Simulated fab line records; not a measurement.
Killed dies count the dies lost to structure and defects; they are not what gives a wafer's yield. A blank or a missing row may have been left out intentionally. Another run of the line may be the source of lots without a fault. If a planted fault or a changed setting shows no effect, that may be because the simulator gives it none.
2 desks, one fault    flow sky130    what lay behind the numbers comes last; until then each desk has only its own

## THE METROLOGY DESK
What the gauges read, lot by lot, whatever tool the lot ran on: means of the sampled wafers that have a number. Any lot whose mean is over 4 standard deviations away from the usual mean is out of limits and marked OUT; that distance is given in the brackets.
Columns: A = LI_CONTACT_BOW at SKY_LI_CONTACT_BOW_MEAS_03, usual 56 um
lot   first seen here  A
L877  day 27 23:05     56
L878  day 28 08:10     60
L879  day 28 11:20     55
L881  day 29 14:59     58
L882  day 29 16:01     59
L883  day 29 22:57     55
L884  day 30 09:55     60
L891  day 32 20:44     58
L892  day 33 04:24     56
L893  day 33 19:37     55
L894  day 33 21:34     54
L897  day 34 16:36     51
L898  day 35 16:44     53
This desk's verdict: no lot among the 13 shows anything out of limits.

## THE TOOL OWNER'S DESK: litho track-04
The tool's own readings at SKY_LI_CONTACT_COAT_06 (resist thk 60 nm): means of the sampled wafers that have a number, for each lot that ran on this tool. Any lot whose mean is over 4 standard deviations away from the usual mean is out of limits and marked OUT; that distance is given in the brackets.
Columns: A = exhaust pa at SKY_LI_CONTACT_COAT_06, usual 45.0 Pa
lot   first seen here  A
L878  day 28 22:04     46.6
L879  day 29 01:44     44.5
L883  day 30 12:38     45.5
L892  day 33 17:02     44.4
L893  day 34 07:53     45.3
L894  day 34 09:52     45.0
This desk's verdict: no lot among the 6 shows anything out of limits.

## PUT TOGETHER
The metrology desk saw nothing out of limits.
Nothing out of limits was seen by the tool owner's desk.

## WHAT THE SIMULATOR HAD PUT IN
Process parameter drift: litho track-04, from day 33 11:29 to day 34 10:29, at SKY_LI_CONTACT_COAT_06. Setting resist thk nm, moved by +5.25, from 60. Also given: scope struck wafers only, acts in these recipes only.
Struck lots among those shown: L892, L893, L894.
